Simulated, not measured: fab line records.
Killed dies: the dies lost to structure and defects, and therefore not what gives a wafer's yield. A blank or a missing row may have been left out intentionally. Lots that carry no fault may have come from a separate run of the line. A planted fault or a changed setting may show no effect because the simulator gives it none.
Which tool is to blame?    flow sky130    Sampling: 12 lots, 36 wafers, 4 of 708 route steps

WHAT EACH GAUGE READ, for each wafer
SKY_VT_ADJUST_HVTR_TW_MEAS_11. Usual: VT_ADJUST_HVTR_TW 210.2, standard deviation 1.1.
lot   measured      on             VT_ADJUST_HVTR_TW  flag
L986  day 9 06:30   film_metro-02  211.7 211.6 211.6  
L987  day 9 21:46   film_metro-01  212.0 211.6 212.1  
L990  day 10 20:02  film_metro-03  208.8 208.3 210.1  
L991  day 11 02:06  film_metro-02  209.6 210.0 210.2  
L992  day 11 09:19  film_metro-03  209.0 208.9 209.8  
L996  day 12 11:28  film_metro-02  209.8 209.7 210.5  
L997  day 12 19:23  film_metro-03  209.2 207.8 208.0  
L998  day 13 01:28  film_metro-03  210.0 209.3 209.8  
L105  day 15 07:13  film_metro-02  196.7 197.4 196.8  OFF
L107  day 15 20:19  film_metro-01  198.7 196.9 199.3  OFF
L108  day 16 03:29  film_metro-02  210.6 210.1 209.6  
L109  day 17 02:50  film_metro-01  208.2 209.5 209.1  

SKY_LI_CONTACT_THK_MEAS_01. Usual: LI_CONTACT_HDPCVD_THK 925 nm, standard deviation 9.3.
lot   measured      on             LI_CONTACT_HDPCVD_THK (nm)  flag
L986  day 27 20:41  film_metro-02  916 931 928                 
L987  day 28 10:22  film_metro-02  927 936 929                 
L990  day 29 15:42  film_metro-01  920 931 919                 
L991  day 29 20:22  film_metro-04  911 918 915                 
L992  day 30 04:56  film_metro-04  920 924 923                 
L996  day 31 08:11  film_metro-04  925 922 924                 
L997  day 31 17:31  film_metro-04  935 929 933                 
L998  day 31 23:17  film_metro-01  910 909 908                 
L105  day 34 09:16  film_metro-04  926 920 935                 
L107  day 34 22:28  film_metro-02  927 926 923                 
L108  day 35 03:22  film_metro-02  908 942 913                 
L109  day 36 03:07  film_metro-02  957 943 930                 

SKY_LOCAL_INTERCONNECT_OVL_MEAS_12. Usual: LOCAL_INTERCONNECT_OVL 2 nm, standard deviation 4.6.
lot   measured      on          LOCAL_INTERCONNECT_OVL (nm)  flag
L986  day 30 07:40  overlay-01  0 -3 -2                      
L987  day 30 21:13  overlay-01  7 0 12                       
L990  day 32 00:51  overlay-02  1 3 6                        
L991  day 32 04:21  overlay-02  -4 2 0                       
L992  day 32 12:58  overlay-01  2 -1 7                       
L996  day 33 16:22  overlay-01  8 5 -3                       
L997  day 34 01:21  overlay-02  10 8 10                      
L998  day 34 06:28  overlay-02  0 -4 -1                      
L105  day 36 15:16  overlay-01  -5 2 -5                      
L107  day 37 04:16  overlay-01  13 6 6                       
L108  day 37 09:00  overlay-02  -7 0 -7                      
L109  day 38 07:37  overlay-02  -4 2 7                       

WHICH TOOL RAN EACH LOT (tool, then ch and the chambers of the sampled wafers, then the start)
lot   SKY_VT_ADJUST_HVTR_IMPLANT_09
L986  implanter-04 ch 0, day 9 06:16
L987  implanter-03 ch 0, day 9 21:32
L990  implanter-01 ch 0, day 10 19:47
L991  implanter-04 ch 0, day 11 01:52
L992  implanter-04 ch 0, day 11 09:05
L996  implanter-03 ch 0, day 12 11:15
L997  implanter-03 ch 0, day 12 19:08
L998  implanter-04 ch 0, day 13 01:14
L105  implanter-04 ch 0, day 15 06:59
L107  implanter-04 ch 0, day 15 20:05
L108  implanter-03 ch 0, day 16 03:14
L109  implanter-03 ch 0, day 17 02:35
- SKY_VT_ADJUST_HVTR_IMPLANT_09

WHAT THE TOOLS THEMSELVES READ (means of the sampled wafers that have a number; where no wafer has one, the mark that the record gives instead)
SKY_VT_ADJUST_HVTR_IMPLANT_09. Usual: dose_ions_cm2 2.1005e+12, standard deviation 2.1e+09; end_station_pressure_torr 5.01e-06 Torr, standard deviation 2.6e-07; faraday_current_uA 11.88, standard deviation 0.23.
lot   tool          dose_ions_cm2  end_station_pressure_torr (Torr)  faraday_current_uA  flag
L986  implanter-04  2.1021e+12     5.04e-06                          11.72               
L987  implanter-03  2.1002e+12     4.92e-06                          11.75               
L990  implanter-01  2.1019e+12     5.05e-06                          11.83               
L991  implanter-04  2.0990e+12     4.92e-06                          11.99               
L992  implanter-04  2.1014e+12     5.34e-06                          11.68               
L996  implanter-03  2.1008e+12     4.95e-06                          11.98               
L997  implanter-03  2.0994e+12     4.98e-06                          11.76               
L998  implanter-04  2.0993e+12     5.08e-06                          12.03               
L105  implanter-04  1.6621e+12     5.07e-06                          9.41                OFF
L107  implanter-04  1.6574e+12     5.03e-06                          9.30                OFF
L108  implanter-03  2.1025e+12     4.95e-06                          11.79               
L109  implanter-03  2.0978e+12     4.88e-06                          11.92               

THE ANSWER, worked out from the rows above alone
Rule: lot off if the mean of its wafers having a number is beyond 3 standard deviations from the usual mean. Also off: a lot with no number at a reading for which 4 or more lots have one. Where the step has rows for the other lots, those lots are counted as sound. After the gauges, taken in route order, come the tools' own readings; for these a lot's mean is taken, as printed above. The first step at which some lot is off is used, and at that step the reading that is off furthest; a lot without a number counts as furthest.
Off: at SKY_VT_ADJUST_HVTR_TW_MEAS_11 (VT_ADJUST_HVTR_TW), L105, L107.
If a tool, at a process step before that reading, ran all the lots that are off and no sound lot after the first of them, it fits. Not tried: the gauges at SKY_VT_ADJUST_HVTR_TW_MEAS_11; whatever is off there is also off at SKY_VT_ADJUST_HVTR_IMPLANT_09, on other tools, and gauge error can't account for it. One fits: SKY_VT_ADJUST_HVTR_IMPLANT_09 on implanter-04. Its last sound lot is L998 (day 13 01:14), its first lot that is off L105 (day 15 06:59): a fault that began between those two fits.
The tool's own readings at SKY_VT_ADJUST_HVTR_IMPLANT_09 bear it out: on the lots that are off they differ by more than 5 times the standard deviation of the sound lots' means. dose_ions_cm2 reads 1.6598e+12 there against 2.1004e+12 on the sound lots; faraday_current_uA reads 9.36 there against 11.85 on the sound lots.

WHAT HAD BEEN PUT IN BY THE SIMULATOR
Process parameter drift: implanter-04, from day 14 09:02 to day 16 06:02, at SKY_VT_ADJUST_HVTR_IMPLANT_09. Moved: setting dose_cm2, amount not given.
Struck lots among those shown: L105, L107. The rule above reached the same finding.
